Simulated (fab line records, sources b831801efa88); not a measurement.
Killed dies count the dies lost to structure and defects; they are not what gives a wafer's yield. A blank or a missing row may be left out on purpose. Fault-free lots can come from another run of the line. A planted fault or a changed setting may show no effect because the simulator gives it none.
Which of the tools did it? / flow sky130 / 18 wafers from 6 lots sampled at 4 of the route's 708 steps

## WHAT EACH GAUGE READ, for each wafer
SKY_CAP2M_THK_MEAS_04: measures by xrf.
lot=L227; measured=day 40 06:38; on=film-metro-04; CAP2M_TIN_THK (nm)=201.3 201.1 199.7
lot=L236; measured=day 43 00:18; on=film-metro-04; CAP2M_TIN_THK (nm)=202.7 202.0 203.2
lot=L243; measured=day 44 17:18; on=film-metro-03; CAP2M_TIN_THK (nm)=205.4 200.1 201.7
lot=L247; measured=day 45 05:16; on=film-metro-03; CAP2M_TIN_THK (nm)=202.7 202.8 201.9
lot=L250; measured=day 46 02:14; on=film-metro-02; CAP2M_TIN_THK (nm)=205.0 203.9 205.3

## EACH LOT AND THE TOOL THAT RAN IT (in order: tool; ch and the chambers of the sampled wafers; start)
lot=L227; SKY_VIA2_CVD_21=cvd-w-02 ch 0,1, day 37 00:17; SKY_VIA3_CMP_02=cmp-02 ch 2,3, day 39 04:21; SKY_VIA3_SPUTTER_20=pvd-sputter-01, day 40 05:26
lot=L236; SKY_VIA2_CVD_21=cvd-w-02 ch 1, day 39 22:57; SKY_VIA3_CMP_02=cmp-02 ch 0,1, day 42 00:19; SKY_VIA3_SPUTTER_20=pvd-sputter-03, day 42 23:10
lot=L239; SKY_VIA2_CVD_21=cvd-w-02 ch 0,1, day 40 07:55; SKY_VIA3_CMP_02=cmp-01 ch 1,2,3, day 42 10:35; SKY_VIA3_SPUTTER_20=pvd-sputter-03, day 43 10:25
lot=L243; SKY_VIA2_CVD_21=cvd-w-02 ch 0,1, day 41 09:58; SKY_VIA3_CMP_02=cmp-02 ch 1,2,3, day 43 16:11; SKY_VIA3_SPUTTER_20=pvd-sputter-04, day 44 16:10
lot=L247; SKY_VIA2_CVD_21=cvd-w-01 ch 0,1, day 42 05:10; SKY_VIA3_CMP_02=cmp-01 ch 0,2,3, day 44 03:27; SKY_VIA3_SPUTTER_20=pvd-sputter-04, day 45 04:07
lot=L250; SKY_VIA2_CVD_21=cvd-w-01 ch 0,1, day 43 01:23; SKY_VIA3_CMP_02=cmp-02 ch 0,2,3, day 45 01:16; SKY_VIA3_SPUTTER_20=pvd-sputter-03, day 46 01:07
- SKY_VIA2_CVD_21: deposits W, target thk 420 nm, time 126.4 s.
- SKY_VIA3_CMP_02: polishes SiO2.
- SKY_VIA3_SPUTTER_20: material TiN, target thk 20 nm, time 80 s.

## THE ANSWER, worked out from the rows above alone
Rule: usual is defined by the lots themselves. The widest of any qualifying gaps counts: lots, ordered by their means at a reading, are off when they make up no more than a third of the lots, leave a main group of 4 or more, and stand apart from it by 3 or more times the standard deviation of that group's means. If all means in a main group match to the digits the tables above print for the reading, that group is not used. Also off: a lot with no number at a reading for which 4 or more lots have one. All remaining lots with rows at the step are treated as sound.
Across all readings shown, no lot is off: no conclusion can be drawn from this.

## WHAT THE SIMULATOR HAD PUT IN
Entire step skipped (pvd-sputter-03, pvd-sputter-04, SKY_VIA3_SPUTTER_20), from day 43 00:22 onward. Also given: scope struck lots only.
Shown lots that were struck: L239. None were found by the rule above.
